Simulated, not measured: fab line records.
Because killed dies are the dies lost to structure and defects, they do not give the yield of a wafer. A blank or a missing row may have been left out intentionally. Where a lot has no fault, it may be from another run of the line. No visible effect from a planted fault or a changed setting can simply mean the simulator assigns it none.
A struck lot beside a sound one    flow gf180mcu    20 steps out of a route of 602
Sound: the wafers L932.3, L932.4, L932.5. Wafers L937.2, L937.4, L937.6 were the ones struck. Last of all comes the cause.
At each step with rows: each side's tool, then ch and its chambers, then its first start. Under that, the readings that differ: sound wafers    struck wafers    difference of the means    sigmas: that difference in standard deviations of wafers without a fault.
alike: words and numbers the same on both sides, and readings whose means are apart by under 2 such deviations; not compared: readings that were withheld, readings missing a value for some wafer, numbers with overlapping values and no deviation given by the record, and bounds like >300 which may hide the same value.
A row with sigmas, a row that says differs or no value, or rows on one side alone: a step with any of these is where the two part. Non-overlapping numbers with no deviation appear without sigmas and do not part them. Lack of a reading on every wafer of one side parts them only where that side has two or more wafers.

GF_V5_CMP_26: polishes, stops on SiO2, t overpolish 15 s, target thk 0 nm.
  sound on cmp-01 ch 0,2, day 27 11:26; struck on cmp-01 ch 0,1, day 28 22:56
  alike: motor-current-A, overpolish-run-s, time-to-endpoint-s
GF_TOP_METAL_SPUTTER_00: material Ti, target thk 37.5 nm, time 150 s.
  struck on pvd-sputter-01, day 28 23:14; sound on pvd-sputter-02, day 27 11:44
  alike: chamber-pressure-pa, throttle-valve-pct
GF_TOP_METAL_SPUTTER_01: material TiN, target thk 30 nm, time 25 s.
  struck on pvd-sputter-01, day 28 23:20; sound on pvd-sputter-02, day 27 11:50
  alike: chamber-pressure-pa, throttle-valve-pct
then, 2 steps without rows for these wafers: GF_TOP_METAL_SPUTTER_02 (material AlCu, target thk 900 nm, time 47.82 s); GF_TOP_METAL_SPUTTER_03 (material Ti, target thk 5 nm, time 3.3 s).
GF_TOP_METAL_SPUTTER_04: material TiN, target thk 25 nm, time 20.8 s.
  struck on pvd-sputter-01, day 28 23:26; sound on pvd-sputter-02, day 27 11:56
  alike: chamber-pressure-pa, throttle-valve-pct
GF_TOP_METAL_RS_MEAS_05: measurement is done with a four-point probe.
  struck on film-metro-02, day 28 23:29; sound on film-metro-02, day 27 11:59
  alike: TOP_METAL_ALCU_RS
GF_TOP_METAL_THK_MEAS_06: measures by xrf.
  struck on film-metro-02, day 28 23:35; sound on film-metro-02, day 27 12:05
  alike: TOP_METAL_ALCU_THK
then, 4 steps without rows for these wafers: GF_TOP_METAL_DEHYDRATE_07 (time 60 s); GF_TOP_METAL_HMDS_08 (prime time 60 s); GF_TOP_METAL_COAT_09 (resist thk 1500 nm); GF_TOP_METAL_SOFTBAKE_10 (time 60 s).
GF_TOP_METAL_EXPOSE_11: exposes mask MetalTop, target cd 440 nm.
  sound on iline-stepper-02 ch 0, day 27 22:10; struck on iline-stepper-01 ch 0, day 29 08:55
  alike: mask
then, 2 steps without rows for these wafers: GF_TOP_METAL_PEB_12; GF_TOP_METAL_DEVELOP_13 (develop time 60 s).
GF_TOP_METAL_CD_MEAS_14: target cd 440 nm.
  struck on cd-sem-02, day 29 17:59; sound on cd-sem-01, day 28 07:37
reading     sound              struck             difference  sigmas
cd-nm (nm)  438.3 437.0 439.1  429.8 396.7 417.7  -23.4       -9
GF_TOP_METAL_OVL_MEAS_15:
  struck on overlay-02, day 29 18:05; sound on overlay-01, day 28 07:43
  alike: TOP_METAL_OVL
GF_TOP_METAL_METAL_ETCH_16: etches the open film in Cl2/BCl3, stops on SiO2, target depth 1077.5 nm, time 179.6 s.
  sound on rie-metal-02 ch 0,1, day 28 07:47; struck on rie-metal-02 ch 0,1, day 29 18:07
reading                     sound              struck           difference  sigmas
model.TOP_METAL.cd-nm (nm)  436.4 434.2 433.7  425.4 393 418.2  -22.6       
  alike: drypump-motor-current-A, oes-product-au, throttle-valve-pct
  not compared: rf-hours-counter-h
GF_TOP_METAL_STRIP_17: strips in O2/N2.
  sound on plasma-asher-01 ch 0,1, day 28 07:56; struck on plasma-asher-01 ch 0, day 29 18:18
  alike: drypump-motor-current-A, heater-power-w, oes-product-au, strip-time-to-endpoint-s
  not compared: rf-hours-counter-h
GF_PASSIVATION_PROBE_99:
  struck on prober-01, day 30 15:32; sound on prober-02, day 29 06:13
reading                            sound                    struck                  difference  sigmas
model.etest.met-top.width-nm (nm)  434.4 432.8 437.9        424.2 393.4 419.2       -22.8       
model.etest.met-top.line-ohm-um    0.08022 0.08076 0.07947  0.08211 0.09145 0.0856  +0.00624    

## WHERE THEY PART
Only at GF_TOP_METAL_CD_MEAS_14, within this record. Later steps at which nothing parts them and some readings are alike: GF_TOP_METAL_OVL_MEAS_15, GF_TOP_METAL_METAL_ETCH_16, GF_TOP_METAL_STRIP_17.

WHY: whatever the simulator had introduced
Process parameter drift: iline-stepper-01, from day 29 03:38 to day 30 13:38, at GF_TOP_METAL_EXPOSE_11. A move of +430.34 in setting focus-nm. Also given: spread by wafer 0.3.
